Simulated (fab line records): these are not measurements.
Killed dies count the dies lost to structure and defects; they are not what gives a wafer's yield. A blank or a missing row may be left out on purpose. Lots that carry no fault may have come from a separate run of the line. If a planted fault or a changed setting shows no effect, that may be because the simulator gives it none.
Matching of chambers | flow sky130 | SKY_VIA3_HDPCVD_00 on hdpcvd-02 has 3 sister chambers
The step deposits SiO2, target thk 1635 nm, time 272.5 s. 3 wafers are shown with their chamber, then 7 later ones without.

## EACH WAFER AND ITS CHAMBER
wafer  | chamber | pressure mtorr (mTorr)
L959.5 | 2       | 6.007
L963.1 | 0       | 6.021
L963.2 | 1       | 6.006

## WAFERS WITHOUT THEIR CHAMBER
wafer  | pressure mtorr (mTorr)
L963.3 | 5.984
L964.2 | 6.014
L964.3 | 6.000
L964.6 | 6.015
L965.2 | 5.982
L965.3 | 5.985
L965.5 | 5.974

## THE CHAMBER EACH PASSED THROUGH
wafer  | from the rows above          | in truth
L963.3 | can't be placed: 1 or 2 or 0 | 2
L964.2 | can't be placed: 0 or 2 or 1 | 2
L964.3 | can't be placed: 1 or 2 or 0 | 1
L964.6 | can't be placed: 0 or 2 or 1 | 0
L965.2 | can't be placed: 1 or 2 or 0 | 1
L965.3 | can't be placed: 1 or 2 or 0 | 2
L965.5 | can't be placed: 1 or 2 or 0 | 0
Placed correctly: 0 of 7. Not placeable from these rows: 7 (in 7, the candidates include the true chamber). Placed wrongly: 0.
How it was worked out, from the rows above alone: a wafer's distance from a chamber is the root of the sum, over the readings, of the square of ((its reading less the chamber's mean) divided by the reading's scatter). If the next closest chamber is less than 2 further off than the closest, the wafer can't be placed; otherwise it belongs to the closest. Each chamber's mean is taken over the wafers shown for it. The scatter: root of mean squared gap, hidden wafer to nearest shown wafer, with one shown wafer a chamber.
